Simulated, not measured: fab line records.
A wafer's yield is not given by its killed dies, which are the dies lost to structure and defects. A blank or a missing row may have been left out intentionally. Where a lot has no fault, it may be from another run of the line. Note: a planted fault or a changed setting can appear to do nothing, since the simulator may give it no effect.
Struck lot and sound lot, side by side -- flow sfq-line -- 21 out of 325 route steps
Sound: these wafers, L417.2, L417.5, L417.6. Struck: wafers L429.1, L429.6. (L429.4 of the same lot was not struck and is left out.) The cause comes at the end.
Order at every step that has rows: each side's tool, ch and its chambers, its first start. Under that, the readings that differ: sound wafers -- struck wafers -- difference of the means -- sigmas: that difference in standard deviations of wafers without a fault.
alike: readings whose means differ by less than 2 such deviations, and words and numbers that are the same on both sides. not compared: withheld readings, readings that some wafer has no value for, bounds like >300 that may hide the same value, and numbers for which the record gives no deviation and whose values overlap.
A row with sigmas, a row that says differs or no value, or rows on one side alone: a step with any of these is where the two part. When numbers do not overlap yet have no deviation, they are printed without sigmas and do not part them. A reading that every wafer of one side lacks parts them only if that side has two wafers or more.

first, 1 step without rows for these wafers: SFQ_TRILAYER_M5_ETCH_METAL_ETCH_126 (etches Nb in Cl2/BCl3, stops on SiO2, time 203.2 s, target depth 265 nm).
SFQ_TRILAYER_M5_STRIP_STRIP_127: strips in O2.
  sound on rie-metal-02 ch 0,1, day 67 05:56; struck on rie-metal-04 ch 1, day 72 11:11
  alike: drypump-motor-current-A, oes-product-au
  not compared: rf-hours-counter-h
then, 1 step without rows for these wafers: SFQ_TRILAYER_M5_STRIP_SOLV_CLEAN_128 (cleans in NMP, time 600 s).
SFQ_TRILAYER_A5B_DEP_PECVD_129: deposits SiO2 from SiH4/N2O, time 133.33 s, target thk 600 nm.
  sound on pecvd-02 ch 0,2, day 67 06:45; struck on pecvd-02 ch 0, day 72 11:57
  alike: heater-power-w, showerhead-vpp-V, throttle-valve-pct
then, 2 steps without rows for these wafers: SFQ_TRILAYER_A5B_CMP_CMP_130 (polishes, stops on Nb, target thk 340.7 nm); SFQ_TRILAYER_A5B_METRO_MEASURE_131.
SFQ_TRILAYER_R5_DEP_SPUTTER_132: material Ti, target thk 5 nm, time 5 s.
  sound on pvd-sputter-04 at day 67 15:50; struck on pvd-sputter-04 at day 72 20:23
  alike: chamber-pressure-pa, throttle-valve-pct
SFQ_TRILAYER_R5_DEP_SPUTTER_133: material MoNx, target thk 40 nm, time 66.7 s.
  sound on pvd-sputter-04 at day 67 15:52; struck on pvd-sputter-04 at day 72 20:25
  alike: chamber-pressure-pa, throttle-valve-pct
SFQ_TRILAYER_R5_DEP_SPUTTER_134: material Ti, target thk 5 nm, time 5 s.
  sound on pvd-sputter-04 at day 67 15:55; struck on pvd-sputter-04 at day 72 20:28
  alike: chamber-pressure-pa, throttle-valve-pct
SFQ_R5_RS_MEAS_933: a four-point-probe measurement.
  sound on film-metro-04 at day 67 15:58; struck on film-metro-01 at day 72 20:29
  alike: R5_MONX_RS
SFQ_R5_THK_MEAS_934: measures by xrf.
  sound on film-metro-04 at day 67 16:04; struck on film-metro-01 at day 72 20:36
  alike: R5_MONX_THK
then, 1 step without rows for these wafers: SFQ_TRILAYER_R5_LITHO_COAT_141 (resist thk 62 nm).
SFQ_TRILAYER_R5_LITHO_COAT_136: resist thk 600 nm.
  sound on litho-track-04 ch 0, day 67 16:28; struck on litho-track-02 ch 0, day 72 20:58
reading,sound,struck,difference,sigmas
model.KrF_of_TRILAYER_R5_LITHO_COAT_136.thk-nm (nm),600.5 598 598.4,609.7 611.8,+11.8,
then, 4 steps without rows for these wafers: SFQ_TRILAYER_R5_LITHO_SOFTBAKE_140; SFQ_TRILAYER_R5_LITHO_EXPOSE_137 (exposes mask R5, target cd 500 nm); SFQ_TRILAYER_R5_LITHO_PEB_139 (peb time 60 s); SFQ_TRILAYER_R5_LITHO_DEVELOP_138 (time 60 s).
-- the record jumps here: 4 days lie between the struck wafers' starts before and after --
SFQ_R5_OVL_MEAS_935:
  sound on overlay-02 at day 69 06:41; struck on overlay-02 at day 76 16:25
  alike: R5_OVL
then, 1 step without rows for these wafers: SFQ_TRILAYER_R5_BARC_OPEN_METAL_ETCH_177 (etches BARC in O2, target depth 125 nm, time 41.7 s).
SFQ_TRILAYER_R5_ETCH_METAL_ETCH_139: etches the open film in Cl2, stops on SiO2, target depth 60 nm, time 40 s.
  sound on rie-metal-01 ch 0,1, day 69 06:46; struck on rie-metal-02 ch 0,1, day 76 16:31
reading,sound,struck,difference,sigmas
model.KrF_of_TRILAYER_R5_LITHO_COAT_136.thk-nm (nm),500.2 500.3 498.4,508.9 510.7,+10.2,
  alike: drypump-motor-current-A, oes-product-au
  not compared: rf-hours-counter-h
then, 1 step without rows for these wafers: SFQ_TRILAYER_R5_STRIP_STRIP_140 (strips in O2).

== WHERE THEY PART ==
Nowhere in this record.

WHY: what the simulator had put in
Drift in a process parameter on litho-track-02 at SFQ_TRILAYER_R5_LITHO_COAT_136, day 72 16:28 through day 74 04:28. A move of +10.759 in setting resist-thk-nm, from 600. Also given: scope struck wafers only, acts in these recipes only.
